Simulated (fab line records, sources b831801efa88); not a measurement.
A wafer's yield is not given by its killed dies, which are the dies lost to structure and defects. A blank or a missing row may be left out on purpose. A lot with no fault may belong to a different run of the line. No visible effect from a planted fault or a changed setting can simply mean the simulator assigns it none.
Check for tools in common || flow gf180mcu || Sampled: 13 lots, 39 wafers

## REASON IT WAS OPENED
At GF_VT_IMPLANT_TW_MEAS_43 the reading VT_IMPLANT_4_TW is flagged on 2 of 13 lots. Fault-free wafers read 694, with a standard deviation of 4.3.
Rule: flag the lot when none of its wafers has a number, or when each of its wafers that has one lies beyond 4 standard deviations from that mean. As for the other lots, they are considered sound.

{"lot": "L230", "measured": "day 7 19:22", "on": "filmMetro-04", "VT_IMPLANT_4_TW, wafer by wafer": "697 694 695", "flag": ""}
{"lot": "L233", "measured": "day 8 15:33", "on": "filmMetro-03", "VT_IMPLANT_4_TW, wafer by wafer": "765 764 761", "flag": "FLAGGED"}
{"lot": "L234", "measured": "day 9 00:10", "on": "filmMetro-03", "VT_IMPLANT_4_TW, wafer by wafer": "698 695 695", "flag": ""}
{"lot": "L235", "measured": "day 9 01:52", "on": "filmMetro-03", "VT_IMPLANT_4_TW, wafer by wafer": "699 701 696", "flag": ""}
{"lot": "L237", "measured": "day 9 20:49", "on": "filmMetro-04", "VT_IMPLANT_4_TW, wafer by wafer": "759 763 762", "flag": "FLAGGED"}
{"lot": "L243", "measured": "day 11 12:33", "on": "filmMetro-04", "VT_IMPLANT_4_TW, wafer by wafer": "698 698 696", "flag": ""}
{"lot": "L244", "measured": "day 11 19:10", "on": "filmMetro-03", "VT_IMPLANT_4_TW, wafer by wafer": "695 701 701", "flag": ""}
{"lot": "L246", "measured": "day 12 09:46", "on": "filmMetro-04", "VT_IMPLANT_4_TW, wafer by wafer": "692 692 688", "flag": ""}
{"lot": "L247", "measured": "day 12 16:30", "on": "filmMetro-02", "VT_IMPLANT_4_TW, wafer by wafer": "687 691 689", "flag": ""}
{"lot": "L248", "measured": "day 12 20:07", "on": "filmMetro-02", "VT_IMPLANT_4_TW, wafer by wafer": "691 694 691", "flag": ""}
{"lot": "L249", "measured": "day 13 05:16", "on": "filmMetro-04", "VT_IMPLANT_4_TW, wafer by wafer": "695 696 695", "flag": ""}
{"lot": "L251", "measured": "day 13 16:34", "on": "filmMetro-03", "VT_IMPLANT_4_TW, wafer by wafer": "700 698 697", "flag": ""}
{"lot": "L252", "measured": "day 14 05:03", "on": "filmMetro-03", "VT_IMPLANT_4_TW, wafer by wafer": "690 692 692", "flag": ""}
The numbers of the flagged lots are 762 on average: +68 against the usual, or +16 standard deviations.

## TOOL THAT RAN EACH LOT
The record holds 1 process step before the reading, out of a route of 602 steps. Each cell gives the tool, then ch followed by the chambers the sampled wafers passed through, then the start.
{"lot": "L230", "flag": "", "GF_VT_IMPLANT_IMPLANT_41": "implanter-01 ch 0, day 7 19:08"}
{"lot": "L233", "flag": "FLAGGED", "GF_VT_IMPLANT_IMPLANT_41": "implanter-01 ch 0, day 8 15:18"}
{"lot": "L234", "flag": "", "GF_VT_IMPLANT_IMPLANT_41": "implanter-02 ch 0, day 8 23:56"}
{"lot": "L235", "flag": "", "GF_VT_IMPLANT_IMPLANT_41": "implanter-04 ch 0, day 9 01:39"}
{"lot": "L237", "flag": "FLAGGED", "GF_VT_IMPLANT_IMPLANT_41": "implanter-01 ch 0, day 9 20:35"}
{"lot": "L243", "flag": "", "GF_VT_IMPLANT_IMPLANT_41": "implanter-04 ch 0, day 11 12:18"}
{"lot": "L244", "flag": "", "GF_VT_IMPLANT_IMPLANT_41": "implanter-04 ch 0, day 11 18:55"}
{"lot": "L246", "flag": "", "GF_VT_IMPLANT_IMPLANT_41": "implanter-02 ch 0, day 12 09:31"}
{"lot": "L247", "flag": "", "GF_VT_IMPLANT_IMPLANT_41": "implanter-01 ch 0, day 12 16:15"}
{"lot": "L248", "flag": "", "GF_VT_IMPLANT_IMPLANT_41": "implanter-01 ch 0, day 12 19:52"}
{"lot": "L249", "flag": "", "GF_VT_IMPLANT_IMPLANT_41": "implanter-04 ch 0, day 13 05:01"}
{"lot": "L251", "flag": "", "GF_VT_IMPLANT_IMPLANT_41": "implanter-04 ch 0, day 13 16:19"}
{"lot": "L252", "flag": "", "GF_VT_IMPLANT_IMPLANT_41": "implanter-01 ch 0, day 14 04:48"}
These steps, and what they do:
- GF_VT_IMPLANT_IMPLANT_41
- GF_VT_IMPLANT_TW_MEAS_43

## FLAGGED AGAINST TOTAL, ONE TOOL AT A TIME (gauges that did the reading follow at the end)
{"step": "GF_VT_IMPLANT_IMPLANT_41", "tool": "implanter-01", "lots run": 6, "flagged": 2, "share of the flagged lots": "all", "sound lots run after its first flagged lot": "3 (L247,L248,L252)"}
{"step": "GF_VT_IMPLANT_IMPLANT_41", "tool": "implanter-02", "lots run": 2, "flagged": 0, "share of the flagged lots": "none", "sound lots run after its first flagged lot": "-"}
{"step": "GF_VT_IMPLANT_IMPLANT_41", "tool": "implanter-04", "lots run": 5, "flagged": 0, "share of the flagged lots": "none", "sound lots run after its first flagged lot": "-"}
{"step": "GF_VT_IMPLANT_TW_MEAS_43", "tool": "filmMetro-02", "lots run": 2, "flagged": 0, "share of the flagged lots": "none", "sound lots run after its first flagged lot": "-"}
{"step": "GF_VT_IMPLANT_TW_MEAS_43", "tool": "filmMetro-03", "lots run": 6, "flagged": 1, "share of the flagged lots": "some", "sound lots run after its first flagged lot": "5 (L234,L235,L244,L251,L252)"}
{"step": "GF_VT_IMPLANT_TW_MEAS_43", "tool": "filmMetro-04", "lots run": 5, "flagged": 1, "share of the flagged lots": "some", "sound lots run after its first flagged lot": "3 (L243,L246,L249)"}

## WHAT THE TABLE ALLOWS
1 row of the table ran every flagged lot: implanter-01 at GF_VT_IMPLANT_IMPLANT_41.
- implanter-01 at GF_VT_IMPLANT_IMPLANT_41: 2 of its 6 lots flagged. Lots that were sound ran on it after the first flagged one (L247, L248, L252); a persistent fault on the entire tool would not allow that. Its own readings lie more than 4 standard deviations out on every wafer of the flagged lots: doseIonsCm2, faradayCurrentUA.
None of the table's rows ran every flagged lot and, after the first, no sound lot.

## WHAT THE SIMULATOR PUT IN
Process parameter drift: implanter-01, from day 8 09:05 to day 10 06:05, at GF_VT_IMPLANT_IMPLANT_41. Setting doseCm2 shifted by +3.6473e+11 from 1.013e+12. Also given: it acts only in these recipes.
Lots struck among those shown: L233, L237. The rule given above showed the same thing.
